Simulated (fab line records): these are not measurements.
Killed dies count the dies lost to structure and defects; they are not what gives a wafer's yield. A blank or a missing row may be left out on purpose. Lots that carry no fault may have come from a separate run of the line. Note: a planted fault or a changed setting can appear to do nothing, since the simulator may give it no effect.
One fault through the eyes of 2 desks | flow sky130 | what lay behind the numbers comes last; until then each desk has only its own

AT THE METROLOGY DESK
Lot by lot, what the gauges showed, no matter which tool ran the lot: averages of those sampled wafers that carry a number. Marked OUT: a lot whose mean sits more than 4 standard deviations from the usual mean, which makes it out of limits; the brackets give that distance.
Columns: A = SONOS_ONO_CVD_02_THK at SKY_SONOS_ONO_THK_MEAS_03, usual 10.53 nm; B = METAL1_OVL at SKY_METAL1_OVL_MEAS_16, usual 4 nm
lot  | first seen here | A                | B
L963 | day 11 17:19    | 10.34            | 3
L964 | day 12 01:52    | 10.36            | -1
L965 | day 12 09:11    | 10.59            | -0
L968 | day 13 08:20    | 10.68            | 4
L969 | day 13 21:32    | 10.62            | 7
L970 | day 14 05:58    | 10.53            | 8
L972 | day 14 20:11    | 10.42            | 1
L971 | day 14 20:11    | 10.65            | 8
L981 | day 18 04:28    | 12.52 (+14) OUT  | 10
L982 | day 18 07:48    | 11.68 (+8.2) OUT | 7
L983 | day 18 12:09    | 12.56 (+15) OUT  | 5
This desk's finding: out of limits on L981, L982, L983; first on L981, day 18 04:28 (SONOS_ONO_CVD_02_THK at SKY_SONOS_ONO_THK_MEAS_03). Within limits: L963, L964, L965, L968, L969, L970, L972, L971.

THE TOOL OWNER'S DESK: lpcvd-02
The tool's own readings at SKY_SONOS_ONO_CVD_02 (deposits Si3N4 from DCS/NH3, target thk 10.5 nm, time 180 s): means of the sampled wafers that have a number, for each lot that ran on this tool. Marked OUT: a lot whose mean sits more than 4 standard deviations from the usual mean, which makes it out of limits; the brackets give that distance.
Columns: A = spikeTcCentreC at SKY_SONOS_ONO_CVD_02, usual 771.0 C; B = spikeTcLowerC at SKY_SONOS_ONO_CVD_02, usual 769.8 C; C = spikeTcUpperC at SKY_SONOS_ONO_CVD_02, usual 769.7 C; D = susceptorTempC at SKY_SONOS_ONO_CVD_02, usual 770.0 C; E = zonePowerCentrePct at SKY_SONOS_ONO_CVD_02, usual 14.4 %; F = zonePowerUpperPct at SKY_SONOS_ONO_CVD_02, usual 12.51 %
lot  | first seen here | A               | B     | C     | D     | E               | F
L963 | day 11 16:15    | 771.4           | 770.5 | 768.9 | 770.0 | 12.9            | 12.14
L964 | day 12 00:49    | 772.3           | 771.4 | 768.7 | 770.1 | 13.0            | 12.32
L965 | day 12 08:08    | 771.6           | 770.8 | 768.8 | 769.9 | 13.0            | 12.40
L968 | day 13 07:17    | 772.7           | 771.7 | 769.3 | 769.9 | 12.9            | 12.26
L969 | day 13 20:29    | 771.8           | 770.7 | 770.1 | 770.3 | 13.0            | 12.31
L970 | day 14 04:55    | 769.5           | 768.7 | 770.1 | 770.1 | 15.4            | 12.68
L971 | day 14 19:06    | 771.5           | 772.1 | 769.5 | 770.1 | 13.0            | 12.23
L972 | day 14 19:06    | 769.8           | 768.5 | 769.4 | 770.5 | 15.4            | 12.83
L981 | day 18 03:25    | 792.6 (+15) OUT | 766.2 | 766.2 | 769.7 | 22.4 (+6.6) OUT | 9.72 (-10) OUT
L982 | day 18 06:43    | 792.7 (+16) OUT | 765.4 | 766.1 | 769.8 | 22.1 (+6.4) OUT | 9.71 (-10) OUT
L983 | day 18 11:05    | 792.9 (+16) OUT | 766.5 | 766.4 | 770.1 | 22.2 (+6.5) OUT | 9.76 (-10) OUT
Finding of this desk: L981, L982, L983 out of limits; the first was L981 at day 18 03:25, on spikeTcCentreC at SKY_SONOS_ONO_CVD_02. Within limits: L963, L964, L965, L968, L969, L970, L971, L972.

BROUGHT TOGETHER
An alarm could have come from the tool owner's desk at day 18 03:25, on L981, L982, L983.
On L981, L982, L983, the metrology desk was in a position to raise an alarm at day 18 04:28.
SKY_SONOS_ONO_CVD_02 was run on lpcvd-02 by each of the lots named.

WHAT WAS PUT IN BY THE SIMULATOR
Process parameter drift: lpcvd-02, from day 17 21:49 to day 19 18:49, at SKY_SONOS_ONO_CVD_02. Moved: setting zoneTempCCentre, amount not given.
Struck lots among those shown: L981, L982, L983.
Fault start to first reading out of limits, in hours, per desk: tool owner, 6; metrology, 7.
